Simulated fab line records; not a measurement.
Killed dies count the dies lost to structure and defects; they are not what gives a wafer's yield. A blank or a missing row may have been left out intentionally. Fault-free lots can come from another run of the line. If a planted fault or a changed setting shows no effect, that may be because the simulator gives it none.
One fault seen from 2 desks / flow sky130 / what lay behind the numbers comes last; until then each desk has only its own

== TOOL OWNER'S DESK, implanter-01 ==
The tool's own readings at SKY_VT_ADJUST_LVTN_IMPLANT_19, given as means over the sampled wafers that have a number, one for each lot that went through this tool. Marked OUT: a lot whose mean sits more than 4 standard deviations from the usual mean, which makes it out of limits; the brackets give that distance.
Columns: A = doseIonsCm2 at SKY_VT_ADJUST_LVTN_IMPLANT_19, usual 6.5e+11; B = faradayCurrentUA at SKY_VT_ADJUST_LVTN_IMPLANT_19, usual 3.66
lot=L752; first seen here=day 9 02:02; A=6.5e+11; B=3.66
lot=L757; first seen here=day 10 09:31; A=6.5e+11; B=3.68
lot=L767; first seen here=day 13 13:44; A=8.0e+11 (+99 or more) OUT; B=4.41 (+11) OUT
lot=L770; first seen here=day 14 06:46; A=8.0e+11 (+99 or more) OUT; B=4.45 (+11) OUT
Finding of this desk: L767, L770 out of limits; the first was L767 at day 13 13:44, on doseIonsCm2 at SKY_VT_ADJUST_LVTN_IMPLANT_19. Within limits: L752, L757.

== FROM THE METROLOGY DESK ==
What the gauges read for every lot (on any tool): the sampled wafers with a number, averaged. Marked OUT: a lot whose mean sits more than 4 standard deviations from the usual mean, which makes it out of limits; the brackets give that distance.
Columns: A = INCOMING_BOW at SKY_FIELD_ISO_BOW_MEAS_00, usual -1 um; B = VT_ADJUST_LVTN_2_TW at SKY_VT_ADJUST_LVTN_TW_MEAS_21, usual 190.0; C = LDD_N_TW at SKY_LDD_N_TW_MEAS_17, usual 2598
lot=L747; first seen here=day 1 10:01; A=-4; B=192.3; C=2576
lot=L748; first seen here=day 1 15:02; A=-0; B=188.2; C=2578
lot=L750; first seen here=day 2 01:01; A=2; B=191.3; C=2608
lot=L751; first seen here=day 2 06:01; A=-6; B=191.2; C=2615
lot=L752; first seen here=day 2 11:00; A=2; B=187.1; C=2617
lot=L753; first seen here=day 2 16:00; A=-4; B=189.5; C=2616
lot=L754; first seen here=day 2 21:00; A=0; B=187.8; C=2618
lot=L757; first seen here=day 3 12:04; A=-4; B=191.3; C=2606
lot=L759; first seen here=day 3 22:02; A=3; B=188.0; C=2603
lot=L760; first seen here=day 4 03:00; A=-6; B=191.5; C=2574
lot=L767; first seen here=day 5 14:00; A=0; B=202.2 (+7.6) OUT; C=2575
lot=L770; first seen here=day 6 05:02; A=-3; B=198.8 (+5.5) OUT; C=2618
Per this desk, out of limits: L767, L770; the first was L767, day 13 13:59 (VT_ADJUST_LVTN_2_TW at SKY_VT_ADJUST_LVTN_TW_MEAS_21). Within limits: L747, L748, L750, L751, L752, L753, L754, L757, L759, L760.

== ALL TOGETHER ==
The tool owner's desk had the chance to raise an alarm at day 13 13:44 on L767, L770.
On L767, L770, the metrology desk was in a position to raise an alarm at day 13 13:59.
Every lot named ran SKY_VT_ADJUST_LVTN_IMPLANT_19 on implanter-01.

== WHAT THE SIMULATOR HAD PUT IN ==
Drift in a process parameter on implanter-01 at SKY_VT_ADJUST_LVTN_IMPLANT_19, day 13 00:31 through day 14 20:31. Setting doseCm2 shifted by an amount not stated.
Shown lots that were struck: L767, L770.
Fault start to first reading out of limits, in hours, per desk: tool owner, 13; metrology, 13.
